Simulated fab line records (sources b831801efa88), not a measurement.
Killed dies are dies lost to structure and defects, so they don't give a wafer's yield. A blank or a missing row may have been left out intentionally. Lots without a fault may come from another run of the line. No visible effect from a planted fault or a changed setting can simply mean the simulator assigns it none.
Comparing a struck lot with a sound one | flow sfq-line | 14 steps out of a route of 325
Sound: these wafers, L345.4, L345.5, L345.6. Struck: wafer L354.5. (L354.2, L354.3 of the same lot were not struck and are left out.) The cause comes at the end.
At each step with rows: each side's tool, then ch and its chambers, then its first start. Under that, the readings that differ: sound wafers | struck wafers | difference of the means | sigmas: that difference in standard deviations of wafers without a fault.
alike: words and numbers the same on both sides, and readings whose means are apart by under 2 such deviations; not compared: readings that were withheld, readings missing a value for some wafer, numbers with overlapping values and no deviation given by the record, and bounds like >300 which may hide the same value.
Wherever a step has rows on one side only, a row that says differs or no value, or a row with sigmas, the two part there. Numbers that don't overlap but have no deviation are shown without sigmas and don't part them. Lack of a reading on every wafer of one side parts them only where that side has two or more wafers.

first, 1 step without rows for these wafers: SFQ_TRILAYER_M0_STRIP_SOLV_CLEAN_026 (cleans in NMP, time 600 s).
SFQ_TRILAYER_I0_DEP_PECVD_027: deposits SiO2 from SiH4/N2O, time 111.11 s, target thk 500 nm.
  sound on pecvd-03 ch 0,1,2, day 12 02:48; struck on pecvd-01 ch 0, day 16 12:37
  alike: heater-power-w, throttle-valve-pct
SFQ_TRILAYER_I0_CMP_CMP_028: polishes SiO2.
  sound on cmp-01 ch 0,3, day 12 09:03; struck on cmp-01 ch 1, day 16 15:11
  reading             | sound          | struck | difference | sigmas
  motor-current-A (A) | 11.5 10.9 10.7 | 8.5    | -2.5       | -3
  alike: time-to-endpoint-s
SFQ_I0_BOW_MEAS_907:
  sound on film-metro-04 at day 12 11:37; struck on film-metro-04 at day 16 15:43
  alike: I0_BOW
SFQ_TRILAYER_I0_METRO_MEASURE_029:
  sound on film-metro-04 at day 12 12:16; struck on film-metro-04 at day 16 16:01
  alike: thk-nm
then, 6 steps without rows for these wafers: SFQ_TRILAYER_I0_VIA_LITHO_COAT_036 (resist thk 62 nm); SFQ_TRILAYER_I0_VIA_LITHO_COAT_031 (resist thk 650 nm); SFQ_TRILAYER_I0_VIA_LITHO_SOFTBAKE_035; SFQ_TRILAYER_I0_VIA_LITHO_EXPOSE_032 (exposes mask I0, target cd 500 nm); SFQ_TRILAYER_I0_VIA_LITHO_PEB_034 (peb time 60 s); SFQ_TRILAYER_I0_VIA_LITHO_DEVELOP_033 (time 60 s).
-- the record jumps here: 7 days lie between the struck wafers' starts before and after --
SFQ_I0_OVL_MEAS_908:
  sound on overlay-02 at day 17 23:45; struck on overlay-01 at day 23 08:17
  alike: I0_OVL
SFQ_TRILAYER_I0_VIA_BARC_OPEN_VIA_ETCH_046: etches BARC in O2, target depth 125 nm, time 41.7 s.
  sound on rie-diel-03 ch 0,3, day 17 23:46; struck on rie-diel-01 ch 3, day 23 08:19
  reading                                                 | sound             | struck | difference | sigmas
  model.KrF_of_TRILAYER_I0_VIA_LITHO_COAT_031.thk-nm (nm) | 572.3 573.9 572.9 | 574    | +1         |
  alike: drypump-motor-current-A, oes-product-au
  not compared: rf-hours-counter-h
SFQ_TRILAYER_I0_VIA_ETCH_VIA_ETCH_034: etches SiO2 in CHF3, stops on Nb, target depth 260 nm.
  sound on rie-diel-03 ch 0,3, day 17 23:49; struck on rie-diel-01 ch 3, day 23 08:22
  alike: drypump-motor-current-A, oes-product-au

== WHERE THEY PART ==
Within this record, at SFQ_TRILAYER_I0_CMP_CMP_028 only. Later steps at which nothing parts them and some readings are alike: SFQ_I0_BOW_MEAS_907, SFQ_TRILAYER_I0_METRO_MEASURE_029, SFQ_I0_OVL_MEAS_908, SFQ_TRILAYER_I0_VIA_BARC_OPEN_VIA_ETCH_046, SFQ_TRILAYER_I0_VIA_ETCH_VIA_ETCH_034.

WHY: the cause the simulator had injected
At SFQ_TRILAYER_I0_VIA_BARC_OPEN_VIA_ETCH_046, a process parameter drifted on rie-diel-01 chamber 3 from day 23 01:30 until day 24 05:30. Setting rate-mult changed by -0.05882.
